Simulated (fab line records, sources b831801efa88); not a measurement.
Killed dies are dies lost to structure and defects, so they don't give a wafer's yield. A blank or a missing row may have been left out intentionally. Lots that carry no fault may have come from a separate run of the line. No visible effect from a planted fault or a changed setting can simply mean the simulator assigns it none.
The tool behind it: which one? :: flow sky130 :: 14 lots, 42 wafers sampled, at 5 steps of a route of 708

== WHAT THE GAUGES READ, wafer by wafer ==
SKY_VT_ADJUST_HVTR_CD_MEAS_07: the cd target is 380 nm.
lot: L676
measured: day 9 08:58
on: cd-sem-02
cd-nm (nm): 380.7 381.4 378.2

lot: L677
measured: day 9 18:14
on: cd-sem-02
cd-nm (nm): 377.9 378.0 374.8

lot: L678
measured: day 9 22:54
on: cd-sem-02
cd-nm (nm): 381.1 380.1 381.4

lot: L679
measured: day 10 04:33
on: cd-sem-02
cd-nm (nm): 383.5 381.8 382.8

lot: L685
measured: day 12 06:48
on: cd-sem-02
cd-nm (nm): 389.7 388.3 386.3

lot: L687
measured: day 12 18:08
on: cd-sem-01
cd-nm (nm): 387.8 390.1 389.3

lot: L691
measured: day 13 22:47
on: cd-sem-02
cd-nm (nm): 379.6 380.5 377.1

lot: L692
measured: day 14 18:40
on: cd-sem-02
cd-nm (nm): 382.9 377.0 380.5

lot: L694
measured: day 15 04:13
on: cd-sem-02
cd-nm (nm): 381.3 380.5 381.3

lot: L695
measured: day 15 08:04
on: cd-sem-02
cd-nm (nm): 378.4 380.2 379.6

lot: L696
measured: day 15 11:56
on: cd-sem-02
cd-nm (nm): 377.5 376.2 378.5

lot: L697
measured: day 16 01:44
on: cd-sem-02
cd-nm (nm): 381.7 382.5 381.2

lot: L698
measured: day 16 06:23
on: cd-sem-02
cd-nm (nm): 379.5 383.8 383.7

lot: L699
measured: day 16 12:50
on: cd-sem-01
cd-nm (nm): 382.6 381.7 382.0

SKY_VIA1_THK_MEAS_01.
lot: L676
measured: day 32 16:21
on: film-metro-01
VIA1_HDPCVD_THK (nm): 1026 1024 1013

lot: L677
measured: day 32 22:44
on: film-metro-02
VIA1_HDPCVD_THK (nm): 1036 1036 1035

lot: L678
measured: day 33 11:44
on: film-metro-02
VIA1_HDPCVD_THK (nm): 1004 1030 1032

lot: L679
measured: day 33 18:03
on: film-metro-01
VIA1_HDPCVD_THK (nm): 1034 1047 1045

lot: L685
measured: day 35 10:15
on: film-metro-04
VIA1_HDPCVD_THK (nm): 1023 1023 1011

lot: L687
measured: day 36 02:08
on: film-metro-01
VIA1_HDPCVD_THK (nm): 1014 1024 1017

lot: L691
measured: day 37 07:19
on: film-metro-01
VIA1_HDPCVD_THK (nm): 1034 1036 1037

lot: L692
measured: day 38 20:29
on: film-metro-02
VIA1_HDPCVD_THK (nm): 1018 1018 1013

lot: L694
measured: day 38 21:50
on: film-metro-02
VIA1_HDPCVD_THK (nm): 1028 1033 1030

lot: L695
measured: day 39 00:01
on: film-metro-01
VIA1_HDPCVD_THK (nm): 1035 1040 1031

lot: L696
measured: day 39 01:06
on: film-metro-02
VIA1_HDPCVD_THK (nm): 1026 1023 1017

lot: L697
measured: day 39 07:13
on: film-metro-04
VIA1_HDPCVD_THK (nm): 1020 1020 1013

lot: L698
measured: day 39 10:56
on: film-metro-04
VIA1_HDPCVD_THK (nm): 1041 1036 1053

lot: L699
measured: day 39 18:43
on: film-metro-02
VIA1_HDPCVD_THK (nm): 1030 1024 1020

SKY_VIA2_THK_MEAS_23: measures by xrf.
lot: L676
measured: day 36 04:16
on: film-metro-03
VIA2_W_THK (nm): 446 421 439

lot: L677
measured: day 36 11:18
on: film-metro-02
VIA2_W_THK (nm): 432 427 441

lot: L678
measured: day 36 22:05
on: film-metro-04
VIA2_W_THK (nm): 451 430 447

lot: L679
measured: day 37 04:09
on: film-metro-03
VIA2_W_THK (nm): 432 436 440

lot: L685
measured: day 38 21:08
on: film-metro-03
VIA2_W_THK (nm): 436 434 431

lot: L687
measured: day 39 10:28
on: film-metro-03
VIA2_W_THK (nm): 443 434 462

lot: L691
measured: day 40 15:02
on: film-metro-02
VIA2_W_THK (nm): 434 450 450

lot: L692
measured: day 42 01:26
on: film-metro-03
VIA2_W_THK (nm): 435 447 430

lot: L694
measured: day 42 03:23
on: film-metro-02
VIA2_W_THK (nm): 426 425 424

lot: L695
measured: day 42 04:55
on: film-metro-04
VIA2_W_THK (nm): 431 430 434

lot: L696
measured: day 42 08:09
on: film-metro-02
VIA2_W_THK (nm): 443 429 426

lot: L697
measured: day 42 12:21
on: film-metro-03
VIA2_W_THK (nm): 423 439 426

lot: L698
measured: day 42 17:05
on: film-metro-03
VIA2_W_THK (nm): 445 442 425

lot: L699
measured: day 42 22:43
on: film-metro-03
VIA2_W_THK (nm): 437 429 451

== WHICH TOOL RAN EACH LOT (tool, then ch and the chambers of the sampled wafers, then the start) ==
lot: L676
SKY_VT_ADJUST_HVTR_DEVELOP_06: litho-track-02 ch 0, day 9 08:49
SKY_VIA2_CVD_21: cvd-w-02 ch 0,1, day 36 04:01

lot: L677
SKY_VT_ADJUST_HVTR_DEVELOP_06: litho-track-03 ch 0, day 9 18:05
SKY_VIA2_CVD_21: cvd-w-02 ch 0,1, day 36 11:02

lot: L678
SKY_VT_ADJUST_HVTR_DEVELOP_06: litho-track-03 ch 0, day 9 22:46
SKY_VIA2_CVD_21: cvd-w-02 ch 0,1, day 36 21:52

lot: L679
SKY_VT_ADJUST_HVTR_DEVELOP_06: litho-track-03 ch 0, day 10 04:25
SKY_VIA2_CVD_21: cvd-w-01 ch 0,1, day 37 03:55

lot: L685
SKY_VT_ADJUST_HVTR_DEVELOP_06: litho-track-04 ch 0, day 12 06:39
SKY_VIA2_CVD_21: cvd-w-01 ch 0,1, day 38 20:53

lot: L687
SKY_VT_ADJUST_HVTR_DEVELOP_06: litho-track-04 ch 0, day 12 18:00
SKY_VIA2_CVD_21: cvd-w-02 ch 0,1, day 39 10:14

lot: L691
SKY_VT_ADJUST_HVTR_DEVELOP_06: litho-track-02 ch 0, day 13 22:34
SKY_VIA2_CVD_21: cvd-w-02 ch 0,1, day 40 14:47

lot: L692
SKY_VT_ADJUST_HVTR_DEVELOP_06: litho-track-03 ch 0, day 14 18:31
SKY_VIA2_CVD_21: cvd-w-02 ch 0,1, day 42 01:11

lot: L694
SKY_VT_ADJUST_HVTR_DEVELOP_06: litho-track-04 ch 0, day 15 04:05
SKY_VIA2_CVD_21: cvd-w-01 ch 0,1, day 42 03:09

lot: L695
SKY_VT_ADJUST_HVTR_DEVELOP_06: litho-track-04 ch 0, day 15 07:56
SKY_VIA2_CVD_21: cvd-w-01 ch 0,1, day 42 04:40

lot: L696
SKY_VT_ADJUST_HVTR_DEVELOP_06: litho-track-02 ch 0, day 15 11:40
SKY_VIA2_CVD_21: cvd-w-02 ch 0,1, day 42 07:54

lot: L697
SKY_VT_ADJUST_HVTR_DEVELOP_06: litho-track-04 ch 0, day 16 01:36
SKY_VIA2_CVD_21: cvd-w-02 ch 0,1, day 42 12:08

lot: L698
SKY_VT_ADJUST_HVTR_DEVELOP_06: litho-track-04 ch 0, day 16 06:14
SKY_VIA2_CVD_21: cvd-w-02 ch 0,1, day 42 16:51

lot: L699
SKY_VT_ADJUST_HVTR_DEVELOP_06: litho-track-03 ch 0, day 16 12:41
SKY_VIA2_CVD_21: cvd-w-02 ch 0,1, day 42 22:27
- SKY_VT_ADJUST_HVTR_DEVELOP_06: develop time 60 s.
- SKY_VIA2_CVD_21: deposits W, target thk 420 nm, time 126.4 s.

== WHAT THE TOOLS THEMSELVES READ (means of the sampled wafers that have a number; where no wafer has one, the mark that the record gives instead) ==
SKY_VIA2_CVD_21.
lot: L676
tool: cvd-w-02
heater-power-w (W): 887

lot: L677
tool: cvd-w-02
heater-power-w (W): 943

lot: L678
tool: cvd-w-02
heater-power-w (W): 885

lot: L679
tool: cvd-w-01
heater-power-w (W): 875

lot: L685
tool: cvd-w-01
heater-power-w (W): 818

lot: L687
tool: cvd-w-02
heater-power-w (W): 935

lot: L691
tool: cvd-w-02
heater-power-w (W): 878

lot: L692
tool: cvd-w-02
heater-power-w (W): 925

lot: L694
tool: cvd-w-01
heater-power-w (W): 841

lot: L695
tool: cvd-w-01
heater-power-w (W): 830

lot: L696
tool: cvd-w-02
heater-power-w (W): 928

lot: L697
tool: cvd-w-02
heater-power-w (W): 937

lot: L698
tool: cvd-w-02
heater-power-w (W): 882

lot: L699
tool: cvd-w-02
heater-power-w (W): 930

== THE ANSWER, worked out from the rows above alone ==
Rule: usual is defined by the lots themselves. The widest of any qualifying gaps counts: lots, ordered by their means at a reading, are off when they make up no more than a third of the lots, leave a main group of 4 or more, and stand apart from it by 3 or more times the standard deviation of that group's means. A main group whose means are all the same, to the digits that the tables above print for the reading, isn't used. Also off: a lot with no number at a reading for which 4 or more lots have one. The other lots that the step has rows for count as sound. After the gauges, taken in route order, come the tools' own readings; for these a lot's mean is taken, as printed above. At the first step where some lot is off, the reading lying furthest off is the one used; lots without a number count as furthest.
Off: L685, L687 (SKY_VT_ADJUST_HVTR_CD_MEAS_07, cd-nm). The main group: mean 380.3 nm, standard deviation 1.8.
A tool fits if, at a process step before that reading, it ran every lot that is off, and no sound lot after the first of them. The gauges at SKY_VT_ADJUST_HVTR_CD_MEAS_07 are tried like those tools. No candidate that was tried fits.

== WHAT WAS PUT IN BY THE SIMULATOR ==
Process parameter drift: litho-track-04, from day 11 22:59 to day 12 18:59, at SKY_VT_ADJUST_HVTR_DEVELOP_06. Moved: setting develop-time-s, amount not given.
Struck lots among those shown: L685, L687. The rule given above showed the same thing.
